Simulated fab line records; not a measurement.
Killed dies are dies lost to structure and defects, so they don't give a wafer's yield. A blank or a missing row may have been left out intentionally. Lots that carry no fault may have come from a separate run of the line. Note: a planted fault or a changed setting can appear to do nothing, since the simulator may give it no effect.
fab line records -- flow gf180mcu
record lots=5, wafers=15, last-day=33
route steps=602 shown SAB@265 SALICIDE@278 CONTACT@287
lots that met no fault: taken from a fault-free run of the same line
start-h: the number of hours between the record's first day and the start of the first shown wafer of the lot -- wait-h: how many hours have passed since the lot's step before this one -- " repeats the value in the row above -- L1.1+2: a single row standing in for several wafers -- - no value, or no start was given -- * or withheld: withheld -- < > ~ a bound
route shown NAME@n: names a module that has steps shown in the file, with the first one's number in the route -- usual: mean and standard deviation over wafers with no fault -- same: alike in all rows -- chamber/n: place in a boat -- sites: each site's reading -- _std_site: standard deviation of those values -- _edge_site: mean of outer sites minus mean of inner sites -- radius-mm: how far each site lies from the wafer's centre -- mask NAME#n: copy n -- behind: the last tool/chamber to shape the wafer -- hold: the reason the lot was held/the length of the hold in hours/how it ended -- device: whichever transistor did not switch (one of n, p or np) -- end of line: tests run on the same wafers once the route is complete -- a step without rows: its recipe alone -- killed: at the first sort, the dies lost to defects and structure; wafer yield is something else -- map: a wafer's dies, x killed, . not, _ none there
set.NAME: the setting the step ran with; set.NAME@STEP: the setting that earlier step ran with -- model.NAME: the simulator's own value behind a step, which no gauge read
lots at some steps of the route; a table a step, a row a wafer
services: the hour from which a tool's chamber was out of use, counted from the record's first day as start-h (under 0 if before that day), plus the number of hours and why
## steps
# step GF_SAB_THK_MEAS_01
# recipe reads=SiO2_of_SAB_CVD_00
# usual SAB_CVD_00_THK=50.0/0.73
lot.wafer,tool,chamber,start-h,wait-h,SAB_CVD_00_THK[nm]
L076.3,film-metro-03,-,338.32,0.0,49.8
L076.4,film-metro-03,-,338.32,0.0,50.9
L076.5,film-metro-03,-,338.32,0.0,49.9
L078.2,film-metro-03,-,349.38,0.0,49.4
L078.3,film-metro-03,-,349.38,0.0,49.8
L078.4,film-metro-03,-,349.38,0.0,50.1
L084.2,film-metro-04,-,415.38,0.0,49.5
L084.3,film-metro-04,-,415.38,0.0,49.4
L084.6,film-metro-04,-,415.38,0.0,50.4
L090.1,film-metro-03,-,463.37,0.0,48.5
L090.5,film-metro-03,-,463.37,0.0,48.8
L090.6,film-metro-03,-,463.37,0.0,49.4
L089.2,film-metro-04,-,465.91,0.0,49.8
L089.4,film-metro-04,-,465.91,0.0,49.4
L089.5,film-metro-04,-,465.91,0.0,50.5
# step GF_SAB_DEHYDRATE_02
# recipe temp-c=200, time-s=60
lot.wafer,tool,chamber,start-h,wait-h
L076.3+4+5,litho-track-02,0,348.77,10.4
L078.2+3+4,litho-track-04,0,359.51,10.1
L084.2+3+6,litho-track-01,0,426.97,11.6
L090.1+5+6,litho-track-04,0,475.23,11.9
L089.2+4+5,litho-track-01,0,477.72,11.8
# step GF_SAB_HMDS_03
# recipe prime-time-s=60, prime-temp-c=120
lot.wafer,tool,chamber,start-h,wait-h
L076.3+4+5,litho-track-02,0,348.92,0.1
L078.2+3+4,litho-track-04,0,359.66,0.1
L084.2+3+6,litho-track-01,0,427.12,0.1
L090.1+5+6,litho-track-04,0,475.38,0.1
L089.2+4+5,litho-track-01,0,477.87,0.1
# step GF_SAB_COAT_04
# recipe resist=NOVOLAK, spin-rpm=2970, resist-thk-nm=1000
lot.wafer,tool,chamber,start-h,wait-h
L076.3+4+5,litho-track-02,0,349.07,0.1
L078.2+3+4,litho-track-04,0,359.81,0.1
L084.2+3+6,litho-track-01,0,427.27,0.1
L090.1+5+6,litho-track-04,0,475.53,0.1
L089.2+4+5,litho-track-01,0,478.02,0.1
# step GF_SAB_SOFTBAKE_05
# recipe temp-c=90, time-s=60, resist=NOVOLAK
lot.wafer,tool,chamber,start-h,wait-h
L076.3+4+5,litho-track-02,0,349.22,0.1
L078.2+3+4,litho-track-04,0,359.96,0.1
L084.2+3+6,litho-track-01,0,427.42,0.1
L090.1+5+6,litho-track-04,0,475.68,0.1
L089.2+4+5,litho-track-01,0,478.17,0.1
# step GF_SAB_EXPOSE_06
# recipe mask-id=SAB, target-cd-nm=420, na=0.6, source-shape=conventional, sigma-outer=0.6, dose-mj=140
lot.wafer,tool,chamber,start-h,wait-h,mask
L076.3+4+5,iline-stepper-01,0,-,-,SAB#0
L078.2+3+4,iline-stepper-01,0,-,-,SAB#0
L084.2+3+6,iline-stepper-02,0,-,-,SAB#0
L090.1+5+6,iline-stepper-01,0,-,-,SAB#0
L089.2+4+5,iline-stepper-01,0,-,-,SAB#0
# step GF_SAB_PEB_07
# recipe temp-c=withheld, time-s=*, resist=NOVOLAK
lot.wafer,tool,chamber,start-h,wait-h
L076.3+4+5,litho-track-01,0,-,-
L078.2+3+4,litho-track-01,0,-,-
L084.2+3+6,litho-track-04,0,-,-
L090.1+5+6,litho-track-02,0,-,-
L089.2+4+5,litho-track-01,0,-,-
# step GF_SAB_DEVELOP_08
# recipe develop-time-s=57.28, dev-temp-c=23
lot.wafer,tool,chamber,start-h,wait-h
L076.3+4+5,litho-track-01,0,360.00,0.1
L078.2+3+4,litho-track-01,0,371.22,0.1
L084.2+3+6,litho-track-04,0,438.96,0.1
L090.1+5+6,litho-track-02,0,487.07,0.1
L089.2+4+5,litho-track-01,0,489.57,0.1
# step GF_SAB_CD_MEAS_09
# recipe target-cd-nm=420
# usual cd-nm=420.5/2.1
lot.wafer,tool,chamber,start-h,wait-h,cd-nm
L076.3,cd-sem-01,-,360.14,0.1,423.9
L076.4,cd-sem-01,-,360.14,0.1,422.7
L076.5,cd-sem-01,-,360.14,0.1,422.8
L078.2,cd-sem-02,-,371.37,0.1,423.5
L078.3,cd-sem-02,-,371.37,0.1,422.1
L078.4,cd-sem-02,-,371.37,0.1,421.7
L084.2,cd-sem-02,-,439.10,0.1,420.6
L084.3,cd-sem-02,-,439.10,0.1,421.0
L084.6,cd-sem-02,-,439.10,0.1,420.0
L090.1,cd-sem-02,-,487.22,0.1,419.3
L090.5,cd-sem-02,-,487.22,0.1,419.9
L090.6,cd-sem-02,-,487.22,0.1,421.8
L089.2,cd-sem-02,-,489.72,0.1,419.3
L089.4,cd-sem-02,-,489.72,0.1,423.0
L089.5,cd-sem-02,-,489.72,0.1,422.1
# step GF_SAB_OVL_MEAS_10
# usual SAB_OVL=-0.1/1.5
lot.wafer,tool,chamber,start-h,wait-h,SAB_OVL[nm]
L076.3,overlay-01,-,360.23,0.1,-1.8
L076.4,overlay-01,-,360.23,0.1,-1.5
L076.5,overlay-01,-,360.23,0.1,-0.5
L078.2,overlay-01,-,371.47,0.1,1.4
L078.3,overlay-01,-,371.47,0.1,2.1
L078.4,overlay-01,-,371.47,0.1,0.3
L084.2,overlay-02,-,439.21,0.1,-1.4
L084.3,overlay-02,-,439.21,0.1,-1.5
L084.6,overlay-02,-,439.21,0.1,-1.0
L090.1,overlay-02,-,487.34,0.1,-0.1
L090.5,overlay-02,-,487.34,0.1,2.2
L090.6,overlay-02,-,487.34,0.1,0.0
L089.2,overlay-02,-,489.82,0.1,-2.2
L089.4,overlay-02,-,489.82,0.1,-2.2
L089.5,overlay-02,-,489.82,0.1,-2.8
# step GF_SAB_ETCH_11
# recipe chemistry=C4F8/O2/Ar, mask-material=NOVOLAK, target=SiO2, target-depth-nm=55, source-w=1500, bias-w=1200, pressure-mtorr=40, c4f8-flow-sccm=withheld, O2_flow_sccm=6, Ar_flow_sccm=300, time-s=8.5
# usual oes-product-au=1.002/0.0078
lot.wafer,tool,chamber,start-h,wait-h,oes-product-au,rf-hours-counter-h
L076.3,rie-diel-04,2,360.25,0.0,0.997,5
L076.4,rie-diel-04,0,360.25,0.0,0.994,1
L076.5,rie-diel-04,1,360.25,0.0,0.998,-
L078.2,rie-diel-04,0,371.50,0.0,1.001,1
L078.3,rie-diel-04,2,371.50,0.0,1.007,5
L078.4,rie-diel-04,1,371.50,0.0,1.000,20
L084.2,rie-diel-04,1,439.24,0.0,1.004,22
L084.3,rie-diel-04,3,439.24,0.0,1.015,7
L084.6,rie-diel-04,2,439.24,0.0,1.007,-
L090.1,rie-diel-03,2,487.38,0.0,1.001,13
L090.5,rie-diel-03,1,487.38,0.0,0.992,-
L090.6,rie-diel-03,0,487.38,0.0,0.998,-
L089.2,rie-diel-03,0,489.85,0.0,1.005,1
L089.4,rie-diel-03,1,489.85,0.0,1.004,86
L089.5,rie-diel-03,1,489.85,0.0,0.992,-
# step GF_SAB_WET_ETCH_12
# recipe chemistry=dHF, target-depth-nm=22, dry=n2-spin, target=SiO2, temp-c=25, dilution=100:1, time-s=440
lot.wafer,tool,chamber,start-h,wait-h
L076.3+4+5,wet-bench-02,2,360.28,0.0
L078.2+3+4,wet-bench-04,0,371.53,0.0
L084.2+3+6,wet-bench-01,2,439.26,0.0
L090.1+5+6,wet-bench-02,0,487.40,0.0
L089.2+4+5,wet-bench-04,3,489.87,0.0
# step GF_SAB_STRIP_13
# recipe chemistry=O2/N2, power-w=1400, pressure-mtorr=1500, platen-temp-c=250, o2-flow-sccm=3000, n2-flow-sccm=300, overash-fraction=0.5
# usual drypump-motor-current-A=5.7/0.37, heater-power-w=345/25, oes-product-au=0.709/0.0043, strip-time-to-endpoint-s=12.65/0.035
lot.wafer,tool,chamber,start-h,wait-h,drypump-motor-current-A,heater-power-w,oes-product-au,rf-hours-counter-h,strip-time-to-endpoint-s
L076.3,plasma-asher-02,0,360.44,0.0,6.1,421,0.712,-,12.66
L076.4,plasma-asher-02,1,360.44,0.0,5.5,355,0.699,-,12.66
L076.5,plasma-asher-02,1,360.44,0.0,5.5,345,0.712,-,12.67
L078.2,plasma-asher-04,0,371.66,0.0,5.8,353,0.712,71,12.67
L078.3,plasma-asher-04,0,371.66,0.0,5.8,345,0.715,-,12.68
L078.4,plasma-asher-04,1,371.66,0.0,5.8,330,0.707,-,12.64
L084.2,plasma-asher-01,1,439.39,0.0,5.9,344,0.715,1,12.61
L084.3,plasma-asher-01,1,439.39,0.0,5.9,336,0.716,-,12.59
L084.6,plasma-asher-01,0,439.39,0.0,4.8,339,0.711,-,12.63
L090.1,plasma-asher-01,0,487.53,0.0,4.8,332,0.704,6,12.68
L090.5,plasma-asher-01,1,487.53,0.0,5.9,345,0.707,-,12.66
L090.6,plasma-asher-01,0,487.53,0.0,4.8,332,0.709,-,12.67
L089.2,plasma-asher-01,0,490.00,0.0,4.8,329,0.707,6,12.65
L089.4,plasma-asher-01,0,490.00,0.0,4.8,336,0.706,-,12.63
L089.5,plasma-asher-01,1,490.00,0.0,5.9,356,0.705,-,12.63
# step GF_SALICIDE_CLEAN_00
# recipe chemistry=SC1/SC2, mix=1:4:20, temp-c=70, time-s=150
lot.wafer,tool,chamber,start-h,wait-h
L076.3+4+5,wet-bench-01,2,360.51,0.0
L078.2+3+4,wet-bench-01,0,371.76,0.1
L084.2+3+6,wet-bench-03,0,439.49,0.1
L090.1+5+6,wet-bench-03,3,487.63,0.1
L089.2+4+5,wet-bench-02,2,490.10,0.1
# step GF_SALICIDE_WET_ETCH_01
# recipe chemistry=dHF, target-depth-nm=5, dry=ipa-marangoni, target=SiO2, temp-c=25, dilution=100:1, time-s=100
lot.wafer,tool,chamber,start-h,wait-h
L076.3+4+5,wet-bench-02,2,360.57,0.0
L078.2+3+4,wet-bench-02,1,371.81,0.0
L084.2+3+6,wet-bench-02,1,439.54,0.0
L090.1+5+6,wet-bench-02,2,487.68,0.0
L089.2+4+5,wet-bench-01,3,490.15,0.0
# step GF_SALICIDE_SPUTTER_02
# recipe material=Co, target-thk-nm=10, power-w=1000, time-s=20, chamber-pressure-pa=0.4
# usual chamber-pressure-pa=0.3999/0.00076, throttle-valve-pct=30.1/0.8
lot.wafer,tool,chamber,start-h,wait-h,chamber-pressure-pa,throttle-valve-pct
L076.3,pvd-sputter-02,-,360.60,0.0,0.3990,29.5
L076.4,pvd-sputter-02,-,360.60,0.0,0.4013,30.5
L076.5,pvd-sputter-02,-,360.60,0.0,0.4000,29.4
L078.2,pvd-sputter-02,-,371.85,0.0,0.3995,30.0
L078.3,pvd-sputter-02,-,371.85,0.0,0.4006,28.4
L078.4,pvd-sputter-02,-,371.85,0.0,0.3994,30.4
L084.2,pvd-sputter-02,-,439.58,0.0,0.3996,30.5
L084.3,pvd-sputter-02,-,439.58,0.0,0.3992,30.0
L084.6,pvd-sputter-02,-,439.58,0.0,0.4004,29.9
L090.1,pvd-sputter-01,-,487.72,0.0,0.4001,31.0
L090.5,pvd-sputter-01,-,487.72,0.0,0.3988,30.8
L090.6,pvd-sputter-01,-,487.72,0.0,0.4004,30.0
L089.2,pvd-sputter-02,-,490.19,0.0,0.4002,28.5
L089.4,pvd-sputter-02,-,490.19,0.0,0.4010,29.5
L089.5,pvd-sputter-02,-,490.19,0.0,0.3995,30.1
# step GF_SALICIDE_SPUTTER_03
# recipe material=TiN, target-thk-nm=20, power-w=6500, time-s=16.7, chamber-pressure-pa=0.4
# usual chamber-pressure-pa=0.4000/0.00072, throttle-valve-pct=30.1/0.79
lot.wafer,tool,chamber,start-h,wait-h,chamber-pressure-pa,throttle-valve-pct
L076.3,pvd-sputter-02,-,360.63,0.0,0.3994,29.4
L076.4,pvd-sputter-02,-,360.63,0.0,0.3996,30.6
L076.5,pvd-sputter-02,-,360.63,0.0,0.3987,29.4
L078.2,pvd-sputter-02,-,371.87,0.0,0.4005,30.1
L078.3,pvd-sputter-02,-,371.87,0.0,0.4005,28.7
L078.4,pvd-sputter-02,-,371.87,0.0,0.4005,30.1
L084.2,pvd-sputter-02,-,439.61,0.0,0.4017,30.6
L084.3,pvd-sputter-02,-,439.61,0.0,0.3999,30.2
L084.6,pvd-sputter-02,-,439.61,0.0,0.4001,30.1
L090.1,pvd-sputter-01,-,487.75,0.0,0.4003,30.9
L090.5,pvd-sputter-01,-,487.75,0.0,0.4001,31.0
L090.6,pvd-sputter-01,-,487.75,0.0,0.3994,30.2
L089.2,pvd-sputter-02,-,490.22,0.0,0.3999,28.5
L089.4,pvd-sputter-02,-,490.22,0.0,0.3999,29.6
L089.5,pvd-sputter-02,-,490.22,0.0,0.3991,29.9
# step GF_SALICIDE_RS_MEAS_04
# recipe thk-meas-gauge=four-point-probe, reads=TiN_of_SALICIDE_SPUTTER_03+Co_of_SALICIDE_SPUTTER_02
# usual SALICIDE_TIN_RS=16.4/0.44
lot.wafer,tool,chamber,start-h,wait-h,SALICIDE_TIN_RS[ohm/sq]
L076.3,film-metro-03,-,360.70,0.1,16.2
L076.4,film-metro-03,-,360.70,0.1,16.4
L076.5,film-metro-03,-,360.70,0.1,16.4
L078.2,film-metro-03,-,371.92,0.0,16.5
L078.3,film-metro-03,-,371.92,0.0,16.6
L078.4,film-metro-03,-,371.92,0.0,16.7
L084.2,film-metro-04,-,439.65,0.0,16.8
L084.3,film-metro-04,-,439.65,0.0,17.2
L084.6,film-metro-04,-,439.65,0.0,17.2
L090.1,film-metro-04,-,487.77,0.0,15.8
L090.5,film-metro-04,-,487.77,0.0,16.0
L090.6,film-metro-04,-,487.77,0.0,15.9
L089.2,film-metro-04,-,490.26,0.0,16.2
L089.4,film-metro-04,-,490.26,0.0,16.6
L089.5,film-metro-04,-,490.26,0.0,16.7
# step GF_SALICIDE_THK_MEAS_05
# recipe thk-meas-gauge=xrf, reads=TiN_of_SALICIDE_SPUTTER_03
# usual SALICIDE_TIN_THK=19.88/0.26
lot.wafer,tool,chamber,start-h,wait-h,SALICIDE_TIN_THK[nm]
L076.3,film-metro-03,-,360.80,0.1,19.69
L076.4,film-metro-03,-,360.80,0.1,19.91
L076.5,film-metro-03,-,360.80,0.1,19.84
L078.2,film-metro-03,-,372.03,0.1,19.75
L078.3,film-metro-03,-,372.03,0.1,19.70
L078.4,film-metro-03,-,372.03,0.1,19.62
L084.2,film-metro-04,-,439.76,0.1,19.96
L084.3,film-metro-04,-,439.76,0.1,19.77
L084.6,film-metro-04,-,439.76,0.1,19.97
L090.1,film-metro-04,-,487.89,0.1,19.77
L090.5,film-metro-04,-,487.89,0.1,19.35
L090.6,film-metro-04,-,487.89,0.1,19.96
L089.2,film-metro-04,-,490.37,0.1,20.09
L089.4,film-metro-04,-,490.37,0.1,19.93
L089.5,film-metro-04,-,490.37,0.1,19.75
# step GF_SALICIDE_RTA_06
# recipe temp-c=530, time-s=30, ambient=N2
# usual lamp-power-pct=5.8/0.67, wafer_temp_C_max=532.2/0.66
lot.wafer,tool,chamber,start-h,wait-h,lamp-power-pct,wafer_temp_C_max
L076.3,rtp-anneal-02,0,360.87,0.1,5.1,531.2
L076.4,rtp-anneal-02,0,360.87,0.1,5.1,531.4
L076.5,rtp-anneal-02,0,360.87,0.1,5.1,532.0
L078.2,rtp-anneal-02,0,372.10,0.1,5.1,531.9
L078.3,rtp-anneal-02,0,372.10,0.1,5.1,532.6
L078.4,rtp-anneal-02,0,372.10,0.1,5.1,533.0
L084.2,rtp-anneal-02,0,439.83,0.1,5.1,531.4
L084.3,rtp-anneal-02,0,439.83,0.1,5.1,531.2
L084.6,rtp-anneal-02,0,439.83,0.1,5.1,531.2
L090.1,rtp-anneal-01,0,487.95,0.1,6.5,532.0
L090.5,rtp-anneal-01,0,487.95,0.1,6.5,532.7
L090.6,rtp-anneal-01,0,487.95,0.1,6.5,532.2
L089.2,rtp-anneal-01,0,490.44,0.1,6.5,533.3
L089.4,rtp-anneal-01,0,490.44,0.1,6.5,532.6
L089.5,rtp-anneal-01,0,490.44,0.1,6.5,532.2
# step GF_SALICIDE_WET_ETCH_07
# recipe chemistry=SPM, target-depth-nm=120, dry=n2-spin
lot.wafer,tool,chamber,start-h,wait-h
L076.3+4+5,wet-bench-03,1,360.94,0.1
L078.2+3+4,wet-bench-01,0,372.18,0.1
L084.2+3+6,wet-bench-01,2,439.91,0.1
L090.1+5+6,wet-bench-01,3,488.05,0.1
L089.2+4+5,wet-bench-01,0,490.52,0.1
# step GF_SALICIDE_RTA_08
# recipe temp-c=800, time-s=30, ambient=N2
# usual lamp-power-pct=15.7/1.8, wafer_temp_C_max=803.4/1
lot.wafer,tool,chamber,start-h,wait-h,lamp-power-pct,wafer_temp_C_max
L076.3,rtp-anneal-01,0,361.07,0.0,17.9,804.2
L076.4,rtp-anneal-01,0,361.07,0.0,17.9,803.4
L076.5,rtp-anneal-01,0,361.07,0.0,17.9,804.3
L078.2,rtp-anneal-01,0,372.29,0.0,17.9,804.5
L078.3,rtp-anneal-01,0,372.29,0.0,17.9,803.9
L078.4,rtp-anneal-01,0,372.29,0.0,18.0,804.6
L084.2,rtp-anneal-01,0,440.02,0.0,17.9,806.0
L084.3,rtp-anneal-01,0,440.02,0.0,17.9,804.9
L084.6,rtp-anneal-01,0,440.02,0.0,17.9,804.6
L090.1,rtp-anneal-02,0,488.14,0.0,14.2,803.0
L090.5,rtp-anneal-02,0,488.14,0.0,14.2,802.8
L090.6,rtp-anneal-02,0,488.14,0.0,14.2,802.7
L089.2,rtp-anneal-02,0,490.63,0.0,14.2,801.2
L089.4,rtp-anneal-02,0,490.63,0.0,14.2,802.3
L089.5,rtp-anneal-02,0,490.63,0.0,14.2,801.6
# step GF_CONTACT_CVD_00
# recipe material=SiO2, target-thk-nm=300, sigma-open-frac=0.3, temp-c=400, time-s=50, sih4-flow-sccm=60, pressure-mtorr=6
lot.wafer,tool,chamber,start-h,wait-h
L076.3+4+5,hdpcvd-01,"2,1,0",361.14,0.1
L078.2+3+4,hdpcvd-02,"0,1,2",372.37,0.1
L084.2+3+6,hdpcvd-01,"2,0,1",440.10,0.1
L090.1+5+6,hdpcvd-02,"2,1,0",488.24,0.1
L089.2+4+5,hdpcvd-01,"0,0,1",490.72,0.1
# step GF_CONTACT_THK_MEAS_01
# recipe reads=SiO2_of_CONTACT_CVD_00
# usual CONTACT_CVD_00_THK=299/3.4
lot.wafer,tool,chamber,start-h,wait-h,CONTACT_CVD_00_THK[nm]
L076.3,film-metro-01,-,361.20,0.0,301
L076.4,film-metro-01,-,361.20,0.0,305
L076.5,film-metro-01,-,361.20,0.0,302
L078.2,film-metro-04,-,372.43,0.0,297
L078.3,film-metro-04,-,372.43,0.0,300
L078.4,film-metro-04,-,372.43,0.0,302
L084.2,film-metro-04,-,440.16,0.0,299
L084.3,film-metro-04,-,440.16,0.0,302
L084.6,film-metro-04,-,440.16,0.0,303
L090.1,film-metro-01,-,488.29,0.0,299
L090.5,film-metro-01,-,488.29,0.0,302
L090.6,film-metro-01,-,488.29,0.0,297
L089.2,film-metro-04,-,490.77,0.0,304
L089.4,film-metro-04,-,490.77,0.0,306
L089.5,film-metro-04,-,490.77,0.0,306
# step GF_CONTACT_CVD_02
# recipe material=SiO2, target-thk-nm=860, precursor=TEOS, temp-c=400, time-s=95.992, rf-w=600
# usual heater-power-w=656/85
lot.wafer,tool,chamber,start-h,wait-h,heater-power-w
L076.3,pecvd-03,0,361.24,0.0,745
L076.4,pecvd-03,1,361.24,0.0,680
L076.5,pecvd-03,0,361.24,0.0,573
L078.2,pecvd-01,0,372.48,0.0,515
L078.3,pecvd-01,1,372.48,0.0,609
L078.4,pecvd-01,0,372.48,0.0,564
L084.2,pecvd-04,1,440.21,0.0,796
L084.3,pecvd-04,0,440.21,0.0,781
L084.6,pecvd-04,2,440.21,0.0,477
L090.1,pecvd-01,2,488.35,0.1,778
L090.5,pecvd-01,0,488.35,0.1,581
L090.6,pecvd-01,1,488.35,0.1,564
L089.2,pecvd-03,2,490.82,0.0,645
L089.4,pecvd-03,1,490.82,0.0,609
L089.5,pecvd-03,2,490.82,0.0,666
# step GF_CONTACT_THK_MEAS_03
# recipe reads=SiO2_of_CONTACT_CVD_02
# usual CONTACT_CVD_02_THK=860/11
lot.wafer,tool,chamber,start-h,wait-h,CONTACT_CVD_02_THK[nm]
L076.3,film-metro-04,-,361.33,0.1,864
L076.4,film-metro-04,-,361.33,0.1,869
L076.5,film-metro-04,-,361.33,0.1,867
L078.2,film-metro-04,-,372.56,0.0,843
L078.3,film-metro-04,-,372.56,0.0,840
L078.4,film-metro-04,-,372.56,0.0,869
L084.2,film-metro-01,-,440.29,0.0,869
L084.3,film-metro-01,-,440.29,0.0,866
L084.6,film-metro-01,-,440.29,0.0,874
L090.1,film-metro-02,-,488.42,0.0,843
L090.5,film-metro-02,-,488.42,0.0,853
L090.6,film-metro-02,-,488.42,0.0,857
L089.2,film-metro-01,-,490.90,0.0,849
L089.4,film-metro-01,-,490.90,0.0,866
L089.5,film-metro-01,-,490.90,0.0,861
# step GF_CONTACT_CMP_04
# recipe material=SiO2, down-force-psi=4, platen-rpm=60, pad-velocity-m-s=0.94248
# usual motor-current-A=12.3/1.3, retaining-ring-pressure-frac=1.000/0.0048, time-to-endpoint-s=111/5.4
lot.wafer,tool,chamber,start-h,wait-h,motor-current-A,retaining-ring-pressure-frac,time-to-endpoint-s
L076.4,cmp-02,0,361.42,0.1,13.2,1.007,109
L076.3,cmp-02,2,361.42,0.1,14.8,1.003,109
L076.5,cmp-02,3,361.42,0.1,10.8,0.994,117
L078.2,cmp-02,0,372.61,0.0,12.7,0.995,101
L078.3,cmp-02,1,372.61,0.0,11.6,0.990,102
L078.4,cmp-02,3,372.61,0.0,10.6,1.000,117
L084.2,cmp-01,0,440.34,0.0,13.8,1.002,108
L084.3,cmp-01,1,440.34,0.0,12.0,1.000,112
L084.6,cmp-01,0,440.34,0.0,13.9,1.007,114
L090.1,cmp-01,3,488.53,0.1,11.9,0.998,102
L090.5,cmp-01,2,488.53,0.1,11.6,0.999,112
L090.6,cmp-01,3,488.53,0.1,12.2,0.996,108
L089.4,cmp-02,3,491.00,0.1,11.2,1.007,112
L089.2,cmp-02,1,491.00,0.1,11.1,0.996,106
L089.5,cmp-02,3,491.00,0.1,10.8,0.990,116
# step GF_CONTACT_BOW_MEAS_05
# recipe mode=bow
# usual CONTACT_BOW=65/6.7
lot.wafer,tool,chamber,start-h,wait-h,CONTACT_BOW[um]
L076.3,film-metro-04,-,361.71,0.1,72
L076.4,film-metro-04,-,361.71,0.1,72
L076.5,film-metro-04,-,361.71,0.1,77
L078.2,film-metro-02,-,372.93,0.3,61
L078.3,film-metro-02,-,372.93,0.3,74
L078.4,film-metro-02,-,372.93,0.3,59
L084.2,film-metro-01,-,440.66,0.3,63
L084.3,film-metro-01,-,440.66,0.3,71
L084.6,film-metro-01,-,440.66,0.3,82
L090.1,film-metro-04,-,488.78,0.2,77
L090.5,film-metro-04,-,488.78,0.2,60
L090.6,film-metro-04,-,488.78,0.2,71
L089.2,film-metro-04,-,491.27,0.1,74
L089.4,film-metro-04,-,491.27,0.1,66
L089.5,film-metro-04,-,491.27,0.1,59
# step GF_CONTACT_DEHYDRATE_06
# recipe temp-c=200, time-s=60
lot.wafer,tool,chamber,start-h,wait-h
L076.3+4+5,litho-track-03,0,372.66,10.9
L078.2+3+4,litho-track-02,0,383.90,11.0
L084.2+3+6,litho-track-03,0,452.58,11.9
L090.1+5+6,litho-track-02,0,500.47,11.7
L089.2+4+5,litho-track-02,0,502.54,11.3
# step GF_CONTACT_HMDS_07
# recipe prime-time-s=60, prime-temp-c=120
lot.wafer,tool,chamber,start-h,wait-h
L076.3+4+5,litho-track-03,0,372.81,0.1
L078.2+3+4,litho-track-02,0,384.05,0.1
L084.2+3+6,litho-track-03,0,452.73,0.1
L090.1+5+6,litho-track-02,0,500.62,0.1
L089.2+4+5,litho-track-02,0,502.69,0.1
# step GF_CONTACT_COAT_08
# recipe resist=BARC, temp-c=withheld, time-s=withheld, spin-rpm=withheld, resist-thk-nm=withheld
lot.wafer,tool,chamber,start-h,wait-h
L076.3+4+5,litho-track-03,0,372.96,0.1
L078.2+3+4,litho-track-02,0,384.20,0.1
L084.2+3+6,litho-track-03,0,452.88,0.1
L090.1+5+6,litho-track-02,0,500.77,0.1
L089.2+4+5,litho-track-02,0,502.84,0.1
# step GF_CONTACT_COAT_09
# recipe resist=KrF, spin-rpm=withheld, resist-thk-nm=1000
lot.wafer,tool,chamber,start-h,wait-h
L076.3+4+5,litho-track-03,0,-,-
L078.2+3+4,litho-track-02,0,-,-
L084.2+3+6,litho-track-03,0,-,-
L090.1+5+6,litho-track-02,0,-,-
L089.2+4+5,litho-track-02,0,-,-
## services
tool,chamber,start-h,hours,kind
iline-stepper-01,-,333.28,1.7,pm
rie-diel-04,-,333.63,0.7,repair
plasma-asher-01,-,334.11,1.2,repair
hdpcvd-02,-,348.07,2.8,pm
pvd-sputter-02,-,349.09,4.2,repair
cmp-01,-,362.58,18.1,pm
pecvd-03,-,368.88,14.0,pm
cmp-02,-,369.81,0.4,repair
iline-stepper-01,-,384.35,4.4,pm
plasma-asher-01,-,384.55,2.8,pm
cmp-01,-,391.03,1.2,repair
cmp-01,-,392.26,4.7,pm
hdpcvd-02,-,401.48,0.8,repair
plasma-asher-01,-,402.35,0.6,repair
cmp-02,-,404.13,4.0,pm
cmp-02,-,412.29,1.5,repair
iline-stepper-01,-,418.15,15.6,repair
plasma-asher-01,-,421.25,9.0,pm
rie-diel-04,1,426.40,1.9,repair
cmp-01,-,445.80,5.2,pm
cmp-02,-,452.74,1.4,repair
pvd-sputter-02,-,479.58,3.5,repair
pvd-sputter-02,-,500.48,1.1,repair
cmp-02,-,500.90,5.3,pm
## key
fault none
